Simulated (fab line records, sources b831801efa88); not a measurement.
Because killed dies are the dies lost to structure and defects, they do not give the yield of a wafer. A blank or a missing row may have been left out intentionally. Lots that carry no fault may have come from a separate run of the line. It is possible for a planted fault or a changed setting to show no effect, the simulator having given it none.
Problem report in the 8D (eight disciplines) form, filled by code / flow sfq line / the parts of the form that need people (team, actions taken, sign-off) are left out

1. WHAT IS WRONG
Across 6 wafers from 2 lots, R5_MONX_RS at SFQ_R5_RS_MEAS_933 averages 6.51 ohm/sq, while fault-free wafers read 7.07 ohm/sq with a standard deviation of 0.07. Measured from the usual mean, that is -8.0 standard deviations.
The step: measures by four-point-probe.
Earliest sighting: wafer L145.2 on film metro-03 at day 50 02:01. The record has a number at this step for 42 wafers belonging to 14 lots. By rule, "out" or "out of limits" means more than 4 standard deviations away from the usual mean. The other wafers with a number count as sound.

2. WHAT IT IS, WHAT IT ISN'T
question=which readings at this step | is=R5_MONX_RS | is not=-
question=which lots | is=L145, L147 | is not=L140, L143, L144, L146, L155, L156, L157, L158, L160, L161, L162, L163
question=which wafers of those lots | is=all that have a number | is not=-
question=read on which gauges | is=film metro-03 | is not=film metro-02, film metro-04
question=when | is=from day 50 02:01 | is not=up to then (9 sound wafers); but 27 sound wafers of L146, L155, L156, L157, L158, L160, L161, L162, L163 came after

3. THE SUSPECTS, EACH WITH WHAT RULES IT OUT
Counting: any tool at a process step up to the reading is kept as a suspect provided that every lot that is out went through it and no sound lot did after the first of them.
- the gauge at SFQ_R5_RS_MEAS_933 has been ruled out. All the wafers that are out were read on film metro-03, but those of them that SFQ_TRILAYER_R5_DEP_SPUTTER_133 has rows for are out there too, on other tools.
- pvd sputter-03 at SFQ_TRILAYER_R5_DEP_SPUTTER_133 (material MoNx, target thk 40 nm, time 66.7 s): ruled out as a lasting fault. Sound lots L157, L163 ran on it after its first lot that is out, L145 (day 50 01:55).
Left after counting: nothing in the record.

4. THE CAUSE (what the simulator had put in)
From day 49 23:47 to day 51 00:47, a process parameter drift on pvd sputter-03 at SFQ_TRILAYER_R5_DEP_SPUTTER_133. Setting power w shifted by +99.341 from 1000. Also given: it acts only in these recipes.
Counting ruled it out, wrongly: the rule takes a fault to strike every lot that its tool runs from its start on, and this one did not.

5. THE EFFECT CHAIN, in route order
Rows list readings where the struck wafers' mean (over those with a number) sits beyond 3 standard deviations from the usual. Readings are gone through only where the record gives a usual standard deviation; hours: the median, over the lots, of the time from a lot's start at the first step in this table giving one to that lot's start at this step; sigmas: the change measured in usual standard deviations.
hours=0; step=SFQ_TRILAYER_R5_DEP_SPUTTER_133; reading=cathode dc power W; usual=999.99 W; on struck wafers=1099.28; change=+99.29; sigmas=+99 or more
hours=0; step=SFQ_R5_RS_MEAS_933; reading=R5_MONX_RS; usual=7.07 ohm/sq; on struck wafers=6.51; change=-0.56; sigmas=-8.0
hours=0; step=SFQ_R5_THK_MEAS_934; reading=R5_MONX_THK; usual=39.7 nm; on struck wafers=43.3; change=+3.6; sigmas=+7.9
It contains these process steps:
- SFQ_TRILAYER_R5_DEP_SPUTTER_133: material MoNx, target thk 40 nm, time 66.7 s.

6. HOW IT WOULD HAVE BEEN CAUGHT EARLIER
Counted from the fault's start at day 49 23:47, it took 2 hours until the first out-of-limits reading at a measuring or inspecting step in this record, taken at day 50 02:01.
Tool's own readings at SFQ_TRILAYER_R5_DEP_SPUTTER_133, cathode dc power W: out on all struck wafers the step has rows for; an alarm limit on them would have tripped on the first.
